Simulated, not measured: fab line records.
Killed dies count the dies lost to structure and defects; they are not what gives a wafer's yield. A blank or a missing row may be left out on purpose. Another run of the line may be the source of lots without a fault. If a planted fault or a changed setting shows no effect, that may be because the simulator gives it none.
fab line records    flow sfq-line
record lots=5  wafers=15  last-day=91
route steps=325 shown JJ@196 M5@198 A5B@209 R5@212
lots with no fault: from the same line, run without faults
start-h: hours from the record's first day to the start of the lot's first wafer shown    wait-h: hours from the lot's prior step to this one    " the same as in the row above    L1.1+2: one row covering several wafers at once    - no value, or no start given    * or withheld: withheld    < > ~ a bound
route shown NAME@n: NAME is a module with steps in the file, n the number in the route of the first one    usual: mean/standard deviation taken from wafers without a fault    same: alike in all rows    chamber/n: place in a boat    sites: each site's reading    _std_site: standard deviation of those values    _edge_site: mean of outer sites minus mean of inner sites    radius-mm: for every site, how far away it sits from the centre of the wafer    mask NAME#n: copy n    behind: the tool/chamber that last shaped the wafer    hold: why the lot went on hold/how many hours it stayed there/how the hold came to an end    device: transistor that didn't switch, given as n, p or np    end of line: tests run on the same wafers once the route is complete    step lacking rows: just its recipe    killed: the dies lost at the first sort to structure and to defects; this is not the yield of the wafer    map: a wafer's dies, marking killed ones x, the rest . and places with no die _
set.NAME: the run value of the setting; set.NAME@STEP: its run value at that earlier step    model.NAME: the simulator's own value behind a step, which no gauge read
lots at selected steps of the route; one table per step, one row per wafer
services: a tool's chamber out of use, with start hour (start-h, from the record's first day; less than 0 if before it), hours out, and reason
## steps
# step SFQ_TRILAYER_JJ_CE_STRIP_STRIP_120
# recipe gas=O2  power-w=202.3  platen-temp-c=40  overash-fraction=0.65  chemistry=O2  pressure-mtorr=50
# usual drypump-motor-current-A=5.9/0.4  oes-product-au=1.001/0.0089
lot.wafer  tool          chamber  start-h  wait-h  drypump-motor-current-A  oes-product-au  rf-hours-counter-h
L077.1     rie-metal-04  0        1213.45  0.0     5.1                      1.001           71
L077.3     "             1        "        "       5.8                      0.995           -
L077.4     "             0        "        "       5.1                      0.997           -
L082.1     rie-metal-02  0        1265.52  0.0     6.3                      0.990           111
L082.2     "             1        "        "       5.4                      0.995           115
L082.5     "             1        "        "       5.4                      1.008           -
L086.1     rie-metal-03  1        1313.89  0.0     6.0                      1.012           13
L086.4     "             1        "        "       6.0                      1.010           -
L086.5     "             1        "        "       6.0                      0.997           -
L090.3     rie-metal-02  1        1344.87  0.2     5.4                      1.002           -
L090.4     "             0        "        "       6.3                      0.993           -
L090.5     "             1        "        "       5.4                      0.998           -
L097.2     rie-metal-02  0        1529.59  0.0     6.3                      1.004           9
L097.4     "             0        "        "       6.3                      0.991           -
L097.6     "             0        "        "       6.3                      0.995           -
# step SFQ_TRILAYER_JJ_CE_STRIP_SOLV_CLEAN_121
# recipe chemistry=NMP  temp-c=70  time-s=600
lot.wafer   tool          chamber  start-h  wait-h
L077.1+3+4  wet-bench-02  4,5,2    1214.05  0.4
L082.1+2+5  wet-bench-03  4,2,0    1266.12  0.4
L086.1+4+5  wet-bench-03  5,4,1    1314.49  0.4
L090.3+4+5  wet-bench-02  7,4,0    1345.27  0.2
L097.2+4+6  wet-bench-03  3,4,1    1530.19  0.4
# step SFQ_TRILAYER_M5_LITHO_COAT_128
# recipe resist=BARC  spin-rpm=3000  resist-thk-nm=62
# usual exhaust-pa=45.0/0.86
lot.wafer  tool            chamber  start-h  wait-h  exhaust-pa
L077.1     litho-track-03  0        1214.23  0.0     43.3
L077.3     "               0        "        "       46.2
L077.4     "               0        "        "       44.7
L082.1     litho-track-04  0        1266.31  0.0     46.0
L082.2     "               0        "        "       45.8
L082.5     "               0        "        "       44.7
L086.1     litho-track-04  0        1314.67  0.0     46.3
L086.4     "               0        "        "       43.7
L086.5     "               0        "        "       43.9
L090.3     litho-track-01  0        1345.55  0.1     44.9
L090.4     "               0        "        "       44.0
L090.5     "               0        "        "       44.3
L097.2     litho-track-03  0        1530.43  0.1     46.0
L097.4     "               0        "        "       46.1
L097.6     "               0        "        "       45.7
# step SFQ_TRILAYER_M5_LITHO_COAT_123
# recipe resist=KrF  spin-rpm=3000  resist-thk-nm=600
# usual exhaust-pa=45.0/0.88
lot.wafer  tool            chamber  start-h  wait-h  exhaust-pa
L077.1     litho-track-03  0        1214.53  0.2     45.1
L077.3     "               0        "        "       45.5
L077.4     "               0        "        "       44.6
L082.1     litho-track-04  0        1266.61  0.2     46.2
L082.2     "               0        "        "       45.1
L082.5     "               0        "        "       44.8
L086.1     litho-track-04  0        1314.97  0.2     45.6
L086.4     "               0        "        "       44.6
L086.5     "               0        "        "       44.0
L090.3     litho-track-01  0        1345.85  0.2     43.8
L090.4     "               0        "        "       44.4
L090.5     "               0        "        "       45.0
L097.2     litho-track-03  0        1530.73  0.2     47.5
L097.4     "               0        "        "       45.4
L097.6     "               0        "        "       46.6
# step SFQ_TRILAYER_M5_LITHO_SOFTBAKE_127
# recipe temp-c=withheld  time-s=withheld  resist=KrF
# usual exhaust-pa=45.2/0.82
lot.wafer  tool            chamber  start-h  wait-h  exhaust-pa
L077.1     litho-track-03  0        1214.83  0.2     43.9
L077.3     "               0        "        "       44.4
L077.4     "               0        "        "       44.7
L082.1     litho-track-04  0        1266.91  0.2     43.6
L082.2     "               0        "        "       44.9
L082.5     "               0        "        "       45.6
L086.1     litho-track-04  0        1315.27  0.2     45.3
L086.4     "               0        "        "       47.5
L086.5     "               0        "        "       45.5
L090.3     litho-track-01  0        1346.10  0.2     45.7
L090.4     "               0        "        "       44.3
L090.5     "               0        "        "       44.6
L097.2     litho-track-03  0        1531.01  0.2     45.0
L097.4     "               0        "        "       45.6
L097.6     "               0        "        "       44.5
# step SFQ_TRILAYER_M5_LITHO_EXPOSE_124
# recipe mask-id=M5  na=0.6  source-shape=conventional  sigma-outer=0.65  target-cd-nm=700  dose-mj=14.4
# same na=0.6  sigma-outer=0.65
lot.wafer   tool            chamber  start-h  wait-h  mask
L077.1+3+4  krf-scanner-02  0        1218.91  -       M5#0
L082.1+2+5  krf-scanner-02  0        1272.06  -       M5#0
L086.1+4+5  krf-scanner-01  0        1315.42  -       M5#0
L090.3+4+5  krf-scanner-01  0        1346.60  -       M5#0
L097.2+4+6  krf-scanner-01  0        1536.88  -       M5#0
# step SFQ_TRILAYER_M5_LITHO_PEB_126
# recipe peb-temp-c=115  peb-time-s=60  resist=KrF
# usual exhaust-pa=45.1/0.96
lot.wafer  tool            chamber  start-h  wait-h  exhaust-pa
L077.1     litho-track-03  0        1220.11  1.0     43.0
L077.3     "               0        "        "       45.2
L077.4     "               0        "        "       45.9
L082.1     litho-track-01  0        1273.26  1.0     44.4
L082.2     "               0        "        "       46.3
L082.5     "               0        "        "       45.5
L086.1     litho-track-01  0        1316.62  1.0     44.4
L086.4     "               0        "        "       44.9
L086.5     "               0        "        "       44.9
L090.3     litho-track-03  0        1347.45  0.7     43.8
L090.4     "               0        "        "       44.2
L090.5     "               0        "        "       44.8
L097.2     litho-track-04  0        1537.91  0.8     45.8
L097.4     "               0        "        "       47.0
L097.6     "               0        "        "       46.1
# step SFQ_TRILAYER_M5_LITHO_DEVELOP_125
# recipe time-s=60  resist=KrF
# usual exhaust-pa=44.9/0.94
lot.wafer  tool            chamber  start-h  wait-h  exhaust-pa
L077.1     litho-track-03  0        1220.26  0.1     44.6
L077.3     "               0        "        "       44.3
L077.4     "               0        "        "       44.3
L082.1     litho-track-01  0        1273.41  0.1     45.3
L082.2     "               0        "        "       44.1
L082.5     "               0        "        "       45.5
L086.1     litho-track-01  0        1316.77  0.1     45.8
L086.4     "               0        "        "       45.5
L086.5     "               0        "        "       45.3
L090.3     litho-track-03  0        1347.60  0.1     46.4
L090.4     "               0        "        "       44.0
L090.5     "               0        "        "       44.6
L097.2     litho-track-04  0        1538.06  0.1     44.5
L097.4     "               0        "        "       43.5
L097.6     "               0        "        "       43.0
# step SFQ_M5_OVL_MEAS_932
# usual M5_OVL=6/6
lot.wafer  tool        chamber  start-h  wait-h  M5_OVL[nm]
L077.1     overlay-01  -        1220.41  0.1     -9
L077.3     "           -        "        "       -2
L077.4     "           -        "        "       -1
L082.1     overlay-01  -        1273.56  0.1     6
L082.2     "           -        "        "       16
L082.5     "           -        "        "       11
L086.1     overlay-01  -        1316.92  0.1     10
L086.4     "           -        "        "       11
L086.5     "           -        "        "       12
L090.3     overlay-01  -        1347.71  0.1     6
L090.4     "           -        "        "       10
L090.5     "           -        "        "       19
L097.2     overlay-01  -        1538.19  0.1     12
L097.4     "           -        "        "       7
L097.6     "           -        "        "       12
# step SFQ_TRILAYER_M5_BARC_OPEN_METAL_ETCH_161
# recipe mask-material=PR  chemistry=O2  target-depth-nm=125  target=BARC  icp-w=589.1  bias-w=80  pressure-mtorr=10  time-s=41.7
# usual drypump-motor-current-A=6.07/0.28  oes-product-au=0.685/0.0044
lot.wafer  tool          chamber  start-h  wait-h  drypump-motor-current-A  oes-product-au  rf-hours-counter-h
L077.1     rie-metal-02  0        1220.44  0.0     6.32                     0.682           104
L077.3     "             0        "        "       6.32                     0.681           -
L077.4     "             1        "        "       5.42                     0.680           -
L082.1     rie-metal-01  0        1273.60  0.0     6.45                     0.686           115
L082.2     "             1        "        "       5.88                     0.689           68
L082.5     "             1        "        "       5.88                     0.681           -
L086.1     rie-metal-02  0        1316.95  0.0     6.32                     0.689           116
L086.4     "             1        "        "       5.45                     0.681           -
L086.5     "             0        "        "       6.33                     0.683           -
L090.3     rie-metal-03  1        1347.75  0.0     6.00                     0.687           -
L090.4     "             0        "        "       6.09                     0.689           -
L090.5     "             1        "        "       6.00                     0.683           -
L097.2     rie-metal-01  0        1538.22  0.0     6.44                     0.682           26
L097.4     "             1        "        "       5.88                     0.684           -
L097.6     "             0        "        "       6.43                     0.689           -
# step SFQ_TRILAYER_M5_ETCH_METAL_ETCH_126
# recipe target=Nb  stop-on=SiO2  mask-material=PR  over-etch-frac=0.15  time-s=203.2  chemistry=Cl2/BCl3  target-depth-nm=265  icp-w=600  bias-w=80  pressure-mtorr=10
# usual drypump-motor-current-A=6.07/0.28  oes-product-au=0.727/0.0054
lot.wafer  tool          chamber  start-h  wait-h  drypump-motor-current-A  oes-product-au  rf-hours-counter-h
L077.1     rie-metal-02  0        1220.50  0.0     6.26                     0.722           104
L077.3     "             0        "        "       6.25                     0.731           -
L077.4     "             1        "        "       5.42                     0.735           -
L082.1     rie-metal-01  0        1273.66  0.0     6.47                     0.732           115
L082.2     "             1        "        "       5.90                     0.724           68
L082.5     "             1        "        "       5.90                     0.734           -
L086.1     rie-metal-02  0        1317.01  0.0     6.31                     0.733           116
L086.4     "             1        "        "       5.44                     0.729           -
L086.5     "             0        "        "       6.33                     0.737           -
L090.3     rie-metal-03  1        1347.86  0.1     6.02                     0.715           -
L090.4     "             0        "        "       6.11                     0.722           -
L090.5     "             1        "        "       6.00                     0.726           -
L097.2     rie-metal-01  0        1538.28  0.0     6.50                     0.719           26
L097.4     "             1        "        "       5.89                     0.718           -
L097.6     "             0        "        "       6.42                     0.720           -
# step SFQ_TRILAYER_M5_STRIP_STRIP_127
# recipe gas=O2  power-w=200  platen-temp-c=40  overash-fraction=0.65  chemistry=O2  pressure-mtorr=50
# usual drypump-motor-current-A=6.07/0.28  oes-product-au=1.001/0.0095
lot.wafer  tool          chamber  start-h  wait-h  drypump-motor-current-A  oes-product-au  rf-hours-counter-h
L077.1     rie-metal-02  0        1220.70  0.1     6.28                     0.994           105
L077.3     "             0        "        "       6.28                     0.982           -
L077.4     "             1        "        "       5.44                     0.996           -
L082.1     rie-metal-01  0        1273.85  0.1     6.47                     1.003           115
L082.2     "             1        "        "       5.92                     0.999           68
L082.5     "             1        "        "       5.90                     0.994           -
L086.1     rie-metal-02  0        1317.21  0.1     6.29                     0.980           117
L086.4     "             1        "        "       5.43                     0.993           -
L086.5     "             0        "        "       6.33                     0.984           -
L090.3     rie-metal-03  1        1348.19  0.3     5.99                     1.013           -
L090.4     "             0        "        "       6.11                     1.012           -
L090.5     "             1        "        "       6.00                     1.008           -
L097.2     rie-metal-01  0        1538.47  0.1     6.44                     0.997           26
L097.4     "             1        "        "       5.93                     0.998           -
L097.6     "             0        "        "       6.46                     0.991           -
# step SFQ_TRILAYER_M5_STRIP_SOLV_CLEAN_128
# recipe chemistry=NMP  temp-c=70  time-s=600
lot.wafer   tool          chamber  start-h  wait-h
L077.1+3+4  wet-bench-02  3,1,7    1221.30  0.4
L082.1+2+5  wet-bench-02  0,3,7    1274.45  0.4
L086.1+4+5  wet-bench-02  4,5,3    1317.81  0.4
L090.3+4+5  wet-bench-03  7,3,2    1348.59  0.2
L097.2+4+6  wet-bench-02  2,3,5    1539.07  0.4
# step SFQ_TRILAYER_A5B_DEP_PECVD_129
# recipe material=SiO2  temp-c=150  time-s=133.33  pressure-torr=2.4  rf-w=183.3  precursor=SiH4/N2O  target-thk-nm=600
# usual heater-power-w=78/13  throttle-valve-pct=25.3/1.1
lot.wafer  tool      chamber  start-h  wait-h  heater-power-w  throttle-valve-pct
L077.1     pecvd-03  0        1221.47  0.0     80              22.6
L077.3     "         2        "        "       87              25.0
L077.4     "         2        "        "       71              24.8
L082.1     pecvd-01  0        1274.62  0.0     102             24.5
L082.2     "         1        "        "       83              26.5
L082.5     "         1        "        "       68              26.5
L086.1     pecvd-01  2        1317.98  0.0     83              26.1
L086.4     "         0        "        "       110             24.6
L086.5     "         2        "        "       68              26.0
L090.3     pecvd-01  1        1348.76  0.0     75              26.5
L090.4     "         0        "        "       91              24.7
L090.5     "         1        "        "       80              26.8
L097.2     pecvd-02  0        1539.42  0.0     64              26.0
L097.4     "         2        "        "       83              25.5
L097.6     "         1        "        "       57              25.2
# step SFQ_TRILAYER_A5B_CMP_CMP_130
# recipe stop-on=Nb  down-force-psi=3  platen-rpm=60  target-thk-nm=340.7
# usual motor-current-A=9.9/1.5
lot.wafer  tool    chamber  start-h  wait-h  motor-current-A
L077.3     cmp-01  1        1223.90  2.4     9.4
L077.1     "       2        "        "       11.9
L077.4     "       3        "        "       8.8
L082.2     cmp-02  3        1275.22  0.5     8.7
L082.1     "       1        1276.22  1.5     10.7
L082.5     "       3        1277.22  2.5     8.7
L086.4     cmp-01  0        1319.61  1.5     8.2
L086.1     "       1        "        "       9.6
L086.5     "       3        1321.11  3.0     8.2
L090.4     cmp-01  3        1351.41  2.6     9.2
L090.3     "       1        1352.41  3.6     9.0
L090.5     "       3        1353.41  4.6     8.7
L097.4     cmp-02  0        1542.97  3.5     10.4
L097.2     "       1        "        "       9.8
L097.6     "       3        1544.47  5.0     8.4
# step SFQ_TRILAYER_A5B_METRO_MEASURE_131
# usual thk-nm=341/4.2
lot.wafer  tool           chamber  start-h  wait-h  thk-nm
L077.1     film-metro-04  -        1226.90  2.0     337
L077.3     "              -        "        "       336
L077.4     "              -        "        "       338
L082.1     film-metro-02  -        1277.72  1.0     333
L082.2     "              -        "        "       333
L082.5     "              -        "        "       339
L086.1     film-metro-02  -        1322.11  1.5     340
L086.4     "              -        "        "       333
L086.5     "              -        "        "       341
L090.3     film-metro-02  -        1354.31  1.4     336
L090.4     "              -        "        "       342
L090.5     "              -        "        "       342
L097.2     film-metro-02  -        1545.67  1.7     343
L097.4     "              -        "        "       345
L097.6     "              -        "        "       344
# step SFQ_TRILAYER_R5_DEP_SPUTTER_132
# recipe material=Ti  base-pressure-pa=1.33e-06  target-thk-nm=5  power-w=2000  time-s=5  chamber-pressure-pa=0.4
# usual base-pressure-pa=1.33e-06/9.1e-08  throttle-valve-pct=30.3/0.7
lot.wafer  tool            chamber  start-h  wait-h  base-pressure-pa  throttle-valve-pct
L077.1     pvd-sputter-05  -        1228.10  1.0     1.34e-06          31.0
L077.3     "               -        "        "       1.2e-06           30.4
L077.4     "               -        "        "       1.26e-06          30.9
L082.1     pvd-sputter-06  -        1278.92  1.0     1.45e-06          28.8
L082.2     "               -        "        "       1.38e-06          29.4
L082.5     "               -        "        "       9.6e-07           29.0
L086.1     pvd-sputter-05  -        1323.31  1.0     1.28e-06          30.3
L086.4     "               -        "        "       1.44e-06          30.8
L086.5     "               -        "        "       1.39e-06          30.5
L090.3     pvd-sputter-06  -        1355.11  0.6     1.29e-06          30.7
L090.4     "               -        "        "       1.28e-06          30.2
L090.5     "               -        "        "       1.45e-06          30.0
L097.2     pvd-sputter-05  -        1546.67  0.8     1.35e-06          30.1
L097.4     "               -        "        "       1.19e-06          30.4
L097.6     "               -        "        "       1.27e-06          30.6
# step SFQ_TRILAYER_R5_DEP_SPUTTER_133
# recipe material=MoNx  base-pressure-pa=1.33e-06  target-thk-nm=40  power-w=1000  time-s=66.7  chamber-pressure-pa=0.4
# usual base-pressure-pa=1.33e-06/9.7e-08  throttle-valve-pct=30.3/0.68
lot.wafer  tool            chamber  start-h  wait-h  base-pressure-pa  throttle-valve-pct
L077.1     pvd-sputter-05  -        1228.11  0.0     1.34e-06          30.5
L077.3     "               -        "        "       1.39e-06          30.6
L077.4     "               -        "        "       1.27e-06          31.1
L082.1     pvd-sputter-06  -        1278.94  0.0     1.41e-06          28.7
L082.2     "               -        "        "       1.34e-06          29.5
L082.5     "               -        "        "       1.44e-06          29.1
L086.1     pvd-sputter-05  -        1323.33  0.0     1.36e-06          30.2
L086.4     "               -        "        "       1.19e-06          31.1
L086.5     "               -        "        "       1.15e-06          30.4
L090.3     pvd-sputter-06  -        1355.13  0.0     1.45e-06          30.2
L090.4     "               -        "        "       1.25e-06          30.2
L090.5     "               -        "        "       1.3e-06           30.0
L097.2     pvd-sputter-05  -        1546.69  0.0     1.4e-06           30.1
L097.4     "               -        "        "       1.4e-06           30.4
L097.6     "               -        "        "       1.32e-06          30.3
# step SFQ_TRILAYER_R5_DEP_SPUTTER_134
# recipe material=Ti  base-pressure-pa=1.33e-06  target-thk-nm=5  power-w=2000  time-s=5  chamber-pressure-pa=0.4
# usual base-pressure-pa=1.33e-06/7.7e-08  throttle-valve-pct=30.3/0.69
lot.wafer  tool            chamber  start-h  wait-h  base-pressure-pa  throttle-valve-pct
L077.1     pvd-sputter-05  -        1228.17  0.0     1.23e-06          30.2
L077.3     "               -        "        "       1.37e-06          30.8
L077.4     "               -        "        "       1.29e-06          31.1
L082.1     pvd-sputter-06  -        1278.99  0.0     1.31e-06          28.7
L082.2     "               -        "        "       1.33e-06          29.4
L082.5     "               -        "        "       1.23e-06          28.6
L086.1     pvd-sputter-05  -        1323.38  0.0     1.39e-06          30.3
L086.4     "               -        "        "       1.38e-06          31.0
L086.5     "               -        "        "       1.35e-06          30.2
L090.3     pvd-sputter-06  -        1355.18  0.0     1.16e-06          30.0
L090.4     "               -        "        "       1.35e-06          30.3
L090.5     "               -        "        "       1.32e-06          30.0
L097.2     pvd-sputter-05  -        1546.74  0.0     1.31e-06          30.2
L097.4     "               -        "        "       1.3e-06           30.6
L097.6     "               -        "        "       1.25e-06          30.4
# step SFQ_R5_RS_MEAS_933
# recipe thk-meas-gauge=four-point-probe  reads=Ti_of_TRILAYER_R5_DEP_SPUTTER_134+MoNx_of_TRILAYER_R5_DEP_SPUTTER_133+Ti_of_TRILAYER_R5_DEP_SPUTTER_132
# usual R5_MONX_RS=7.06/0.067
lot.wafer  tool           chamber  start-h  wait-h  R5_MONX_RS[ohm/sq]
L077.1     film-metro-03  -        1228.19  0.0     7.12
L077.3     "              -        "        "       7.06
L077.4     "              -        "        "       7.06
L082.1     film-metro-04  -        1279.01  0.0     7.08
L082.2     "              -        "        "       7.09
L082.5     "              -        "        "       7.16
L086.1     film-metro-03  -        1323.40  0.0     7.15
L086.4     "              -        "        "       7.12
L086.5     "              -        "        "       7.07
L090.3     film-metro-04  -        1355.24  0.0     7.15
L090.4     "              -        "        "       7.08
L090.5     "              -        "        "       7.09
L097.2     film-metro-03  -        1546.78  0.0     6.99
L097.4     "              -        "        "       7.08
L097.6     "              -        "        "       7.09
# step SFQ_R5_THK_MEAS_934
# recipe thk-meas-gauge=xrf  reads=MoNx_of_TRILAYER_R5_DEP_SPUTTER_133
# usual R5_MONX_THK=40.3/0.46
lot.wafer  tool           chamber  start-h  wait-h  R5_MONX_THK[nm]
L077.1     film-metro-03  -        1228.31  0.1     40.2
L077.3     "              -        "        "       40.6
L077.4     "              -        "        "       40.6
L082.1     film-metro-04  -        1279.13  0.1     40.1
L082.2     "              -        "        "       40.1
L082.5     "              -        "        "       39.8
L086.1     film-metro-03  -        1323.52  0.1     39.6
L086.4     "              -        "        "       39.9
L086.5     "              -        "        "       40.1
L090.3     film-metro-04  -        1355.34  0.1     39.5
L090.4     "              -        "        "       40.2
L090.5     "              -        "        "       40.2
L097.2     film-metro-03  -        1546.89  0.1     40.6
L097.4     "              -        "        "       40.1
L097.6     "              -        "        "       40.3
# step SFQ_TRILAYER_R5_LITHO_COAT_141
# recipe resist=BARC  spin-rpm=3000  resist-thk-nm=62
# usual exhaust-pa=45.0/0.85
lot.wafer  tool            chamber  start-h  wait-h  exhaust-pa
L077.1     litho-track-01  0        1228.37  0.1     44.4
L077.3     "               0        "        "       44.1
L077.4     "               0        "        "       45.2
L082.1     litho-track-03  0        1279.19  0.1     45.5
L082.2     "               0        "        "       44.6
L082.5     "               0        "        "       44.8
L086.1     litho-track-02  0        1323.58  0.1     45.0
L086.4     "               0        "        "       45.7
L086.5     "               0        "        "       45.3
L090.3     litho-track-03  0        1355.48  0.1     45.5
L090.4     "               0        "        "       45.0
L090.5     "               0        "        "       44.7
L097.2     litho-track-02  0        1547.03  0.1     44.5
L097.4     "               0        "        "       44.0
L097.6     "               0        "        "       42.7
# step SFQ_TRILAYER_R5_LITHO_COAT_136
# recipe resist=KrF  spin-rpm=3000  resist-thk-nm=600
# usual exhaust-pa=45.2/0.88
lot.wafer  tool            chamber  start-h  wait-h  exhaust-pa
L077.1     litho-track-01  0        1228.67  0.2     44.7
L077.3     "               0        "        "       44.8
L077.4     "               0        "        "       44.1
L082.1     litho-track-03  0        1279.49  0.2     46.4
L082.2     "               0        "        "       45.9
L082.5     "               0        "        "       46.3
L086.1     litho-track-02  0        1323.88  0.2     44.7
L086.4     "               0        "        "       43.8
L086.5     "               0        "        "       45.9
L090.3     litho-track-03  0        1355.78  0.2     45.8
L090.4     "               0        "        "       45.7
L090.5     "               0        "        "       45.6
L097.2     litho-track-02  0        1547.33  0.2     44.2
L097.4     "               0        "        "       46.1
L097.6     "               0        "        "       44.5
# step SFQ_TRILAYER_R5_LITHO_SOFTBAKE_140
# recipe temp-c=withheld  time-s=withheld  resist=KrF
# usual exhaust-pa=45.1/0.87
lot.wafer  tool            chamber  start-h  wait-h  exhaust-pa
L077.1     litho-track-01  0        1228.97  0.2     46.1
L077.3     "               0        "        "       45.7
L077.4     "               0        "        "       47.2
L082.1     litho-track-03  0        1279.79  0.2     45.3
L082.2     "               0        "        "       45.2
L082.5     "               0        "        "       46.1
L086.1     litho-track-02  0        1324.18  0.2     44.9
L086.4     "               0        "        "       44.8
L086.5     "               0        "        "       45.1
L090.3     litho-track-03  0        1356.03  0.2     46.0
L090.4     "               0        "        "       45.1
L090.5     "               0        "        "       44.9
L097.2     litho-track-02  0        1547.61  0.2     46.3
L097.4     "               0        "        "       46.4
L097.6     "               0        "        "       45.8
# step SFQ_TRILAYER_R5_LITHO_EXPOSE_137
# recipe mask-id=R5  na=0.6  source-shape=conventional  sigma-outer=0.65  target-cd-nm=500  dose-mj=14.4
# same na=0.6  sigma-outer=0.65
lot.wafer   tool            chamber  start-h  wait-h  mask
L077.1+3+4  krf-scanner-01  0        1353.26  -       R5#0
L082.1+2+5  krf-scanner-01  0        1405.11  -       R5#0
L086.1+4+5  krf-scanner-01  0        1451.58  -       R5#0
L090.3+4+5  krf-scanner-01  0        1481.98  -       R5#0
L097.2+4+6  krf-scanner-01  0        1556.04  -       R5#0
## services
tool            chamber  start-h  hours  kind
rie-metal-02    -        1189.74  2.8    pm
krf-scanner-01  -        1193.76  1.0    pm
film-metro-02   -        1196.11  1.3    pm
rie-metal-02    -        1219.29  0.8    repair
krf-scanner-01  -        1244.13  0.6    repair
rie-metal-03    -        1268.64  2.8    pm
krf-scanner-01  -        1268.68  0.8    pm
rie-metal-01    -        1272.33  0.2    repair
film-metro-02   -        1273.93  0.3    pm
krf-scanner-01  -        1287.01  1.9    repair
rie-metal-02    -        1295.42  1.4    pm
pvd-sputter-05  -        1296.85  3.3    repair
film-metro-02   -        1303.76  2.1    pm
pvd-sputter-05  -        1325.11  19.0   repair
krf-scanner-01  -        1333.78  1.3    pm
krf-scanner-01  -        1362.86  1.0    pm
rie-metal-02    1        1397.02  29.0   repair
wet-bench-02    -        1425.85  1.9    pm
pvd-sputter-05  -        1451.01  8.4    repair
krf-scanner-01  -        1498.51  0.6    repair
krf-scanner-01  -        1510.38  1.3    pm
pvd-sputter-05  -        1519.68  7.5    repair
krf-scanner-01  -        1532.08  1.0    pm
krf-scanner-01  -        1546.28  3.6    pm
## key
fault none
